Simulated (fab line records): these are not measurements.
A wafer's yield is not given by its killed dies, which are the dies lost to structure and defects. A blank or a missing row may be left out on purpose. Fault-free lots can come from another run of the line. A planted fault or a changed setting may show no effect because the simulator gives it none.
A lot that was struck, set against a sound lot / flow sky130 / 21 out of 708 route steps
Sound: wafers L852.1, L852.2, L852.3. The struck wafers were L868.2, L868.3, L868.4. The cause is named last.
For every step that has rows: the tool of each side, followed by ch and its chambers, followed by its first start. Under that, the readings that differ: sound wafers / struck wafers / difference of the means / sigmas: that difference in standard deviations of wafers without a fault.
alike: readings whose means differ by less than 2 such deviations, and words and numbers that are the same on both sides. not compared: withheld readings, readings that some wafer has no value for, bounds like >300 that may hide the same value, and numbers for which the record gives no deviation and whose values overlap.
Wherever a step has rows on one side only, a row that says differs or no value, or a row with sigmas, the two part there. Numbers that have no deviation but don't overlap get no sigmas and don't part them. Lack of a reading on every wafer of one side parts them only where that side has two or more wafers.

first, 1 step without rows for these wafers: SKY_RES_XHIGH_IMPLANT_07.
SKY_RES_XHIGH_STRIP_08: strips in O2/N2.
  sound on plasmaAsher-03 ch 0,1, day 28 09:11; struck on plasmaAsher-01 ch 0,1, day 32 17:59
  alike: chamberPressureMTorr, drypumpMotorCurrentA, oesProductAu, stripTimeToEndpointS
  not compared: rfHoursCounterH
SKY_RES_XHIGH_TW_MEAS_09:
  sound on filmMetro-01, day 28 09:17; struck on filmMetro-01, day 32 18:05
reading=RES_XHIGH_TW; sound=1629 1638 1632; struck=1659 1656 1660; difference=+25; sigmas=+3
then, 7 steps without rows for these wafers: SKY_SD_N_DEHYDRATE_00 (time 60 s); SKY_SD_N_HMDS_01 (prime time 60 s); SKY_SD_N_COAT_02 (resist thk 1140 nm); SKY_SD_N_SOFTBAKE_03 (time 60 s); SKY_SD_N_EXPOSE_04 (exposes mask NSDM, target cd 380 nm); SKY_SD_N_PEB_05; SKY_SD_N_DEVELOP_06 (develop time 60 s).
SKY_SD_N_CD_MEAS_07: target cd 380 nm.
  sound on cdSem-02, day 29 13:28; struck on cdSem-02, day 33 20:35
  alike: cdNm
SKY_SD_N_OVL_MEAS_08:
  sound on overlay-02, day 29 13:35; struck on overlay-01, day 33 20:41
  alike: SD_N_OVL
SKY_SD_N_IMPLANT_09:
  sound on implanter-03 ch 0, day 29 13:37; struck on implanter-03 ch 0, day 33 20:44
next, for these wafers, 1 step has no rows: SKY_SD_N_IMPLANT_10.
SKY_SD_N_STRIP_11: strips in O2/N2.
  sound on plasmaAsher-04 ch 0,1, day 29 13:55; struck on plasmaAsher-04 ch 0,1, day 33 21:01
reading=stripTimeToEndpointS (s); sound=22.55 22.58 22.60; struck=22.46 22.45 22.46; difference=-0.12; sigmas=-3
  alike: chamberPressureMTorr, drypumpMotorCurrentA, oesProductAu
  not compared: rfHoursCounterH
SKY_SD_N_TW_MEAS_12:
  sound on filmMetro-03, day 29 14:01; struck on filmMetro-02, day 33 21:08
  alike: SD_N_TW
then, 1 step without rows for these wafers: SKY_SD_N_CLEAN_13 (cleans in SC1/SC2, time 150 s).
SKY_SD_N_RTA_14: time 2 s.
  sound on rtpAnneal-01 ch 0, day 29 14:08; struck on rtpAnneal-01 ch 0, day 33 21:14
  alike: lampPowerPct, wafer_temp_C_max
SKY_SD_N_RS_MEAS_16: a four-point-probe measurement.
  sound on filmMetro-03, day 29 14:18; struck on filmMetro-02, day 33 21:26
reading=SD_N_RS (ohm/sq); sound=68.61 68.53 68.48; struck=69.01 69.04 69.17; difference=+0.53; sigmas=+4
SKY_SD_N_RS_MEAS_17: a four-point-probe measurement.
  sound on filmMetro-03, day 29 14:25; struck on filmMetro-02, day 33 21:33
  alike: SD_P_RS
-- the record jumps here: 16 days lie between the struck wafers' starts before and after (it left off in module SD_N and takes up again in module PAD_OPEN, whose first step shown is number 708 of the route) --
SKY_PAD_OPEN_PROBE_99:
  sound on prober-01, day 47 05:07; struck on prober-01, day 50 02:26
  alike: killed_at_M0_to_M3, killed_at_M4_up, killedAtContacts, killedAtFrontEnd, killedAtOther, killedDies, killedOnRim, killedOpen, killedShort
  not compared: model.etest.resNdiffHv.rsOhmSq, model.etest.resNdiff.rsOhmSq, model.etest.resNdiff.rsOhmSqRange

WHERE THEY PART
Earliest at SKY_RES_XHIGH_TW_MEAS_09; latest, in this record, at SKY_SD_N_RS_MEAS_16. Later steps at which nothing parts them and some readings are alike: SKY_SD_N_RS_MEAS_17, SKY_PAD_OPEN_PROBE_99.

WHY: the cause the simulator had injected
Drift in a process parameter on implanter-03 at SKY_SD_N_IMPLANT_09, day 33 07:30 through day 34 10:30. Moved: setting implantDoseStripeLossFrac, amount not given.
